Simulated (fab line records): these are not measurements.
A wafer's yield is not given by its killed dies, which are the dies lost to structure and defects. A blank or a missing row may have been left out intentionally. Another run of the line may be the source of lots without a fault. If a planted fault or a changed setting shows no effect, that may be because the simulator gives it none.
Check of tool commonality -- flow gf180mcu -- 42 wafers sampled across 14 lots

## WHY IT WAS OPENED
Of 14 lots, 2 have the reading SAB_CVD_00_THK flagged at GF_SAB_THK_MEAS_01. Fault-free wafers read 49.9 nm, with a standard deviation of 0.66.
Rule: a lot is flagged in two cases, either no wafer of it has a number, or all its wafers with numbers fall more than 4 standard deviations from that mean. All remaining lots are regarded as sound.

lot,measured,on,"SAB_CVD_00_THK (nm), wafer by wafer",flag
L493,day 14 09:00,film-metro-03,48.8 49.6 50.3,
L495,day 14 22:23,film-metro-03,49.7 49.9 50.3,
L496,day 15 13:47,film-metro-02,48.2 49.1 49.3,
L497,day 15 23:16,film-metro-02,48.8 50.2 49.3,
L498,day 16 02:32,film-metro-01,49.6 49.1 49.3,
L499,day 16 12:19,film-metro-01,48.8 50.3 50.8,
L500,day 16 15:14,film-metro-02,49.8 50.0 50.4,
L502,day 17 07:04,film-metro-01,50.5 49.9 51.0,
L505,day 18 14:19,film-metro-02,50.2 50.4 50.2,
L508,day 19 13:27,film-metro-02,52.6 53.0 53.0,FLAGGED
L509,day 20 01:28,film-metro-03,52.9 53.5 52.7,FLAGGED
L511,day 21 02:35,film-metro-03,49.1 49.7 50.7,
L514,day 21 13:57,film-metro-02,49.2 49.1 50.0,
L516,day 22 09:07,film-metro-03,48.9 50.3 48.9,
Average over the flagged lots: 53.0 nm; offset from the usual +3.1 nm, equal to +5 standard deviations.

## LOT BY LOT: THE TOOL USED
The record holds 1 process step before the reading, out of a route of 602 steps. Cell contents, in order: the tool; ch with the chambers the sampled wafers went through; the start.
lot,flag,GF_SAB_CVD_00
L493,,"pecvd-04 ch 0,1,2, day 14 08:58"
L495,,"pecvd-04 ch 0,2, day 14 22:22"
L496,,"pecvd-01 ch 0,2, day 15 13:46"
L497,,"pecvd-03 ch 1,2, day 15 23:15"
L498,,"pecvd-01 ch 0,2, day 16 02:31"
L499,,"pecvd-03 ch 0,1,2, day 16 12:17"
L500,,"pecvd-01 ch 0,1, day 16 15:12"
L502,,"pecvd-01 ch 1,2, day 17 07:03"
L505,,"pecvd-04 ch 0,1,2, day 18 14:10"
L508,FLAGGED,"pecvd-01 ch 1,2, day 19 13:25"
L509,FLAGGED,"pecvd-01 ch 0,1,2, day 20 01:28"
L511,,"pecvd-03 ch 1,2, day 21 02:34"
L514,,"pecvd-04 ch 0,1,2, day 21 13:55"
L516,,"pecvd-03 ch 0,1,2, day 22 09:06"
What the steps here do:
- GF_SAB_CVD_00: deposits SiO2 from TEOS, target thk 50 nm, time 4.9302 s.
- GF_SAB_THK_MEAS_01

## FLAGGED AGAINST TOTAL, ONE TOOL AT A TIME (gauges that did the reading follow at the end)
step,tool,lots run,flagged,share of the flagged lots,sound lots run after its first flagged lot
GF_SAB_CVD_00,pecvd-01,6,2,all,0
GF_SAB_CVD_00,pecvd-03,4,0,none,-
GF_SAB_CVD_00,pecvd-04,4,0,none,-
GF_SAB_THK_MEAS_01,film-metro-01,3,0,none,-
GF_SAB_THK_MEAS_01,film-metro-02,6,1,some,1 (L514)
GF_SAB_THK_MEAS_01,film-metro-03,5,1,some,"2 (L511,L516)"

## THE TABLE: WHAT IT ALLOWS
In the table, 1 row covers all flagged lots: pecvd-01 at GF_SAB_CVD_00.
- pecvd-01 at GF_SAB_CVD_00: 2 of its 6 lots flagged. Last sound lot L502 at day 17 07:03, first flagged lot L508 at day 19 13:25; a fault beginning in between fits.
Left over: one tool, pecvd-01 at GF_SAB_CVD_00.

## WHAT THE SIMULATOR HAD PUT IN
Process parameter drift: pecvd-01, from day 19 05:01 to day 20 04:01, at GF_SAB_CVD_00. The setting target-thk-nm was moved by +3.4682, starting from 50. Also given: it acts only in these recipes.
Struck lots among those shown: L508, L509. Same finding as the rule above.
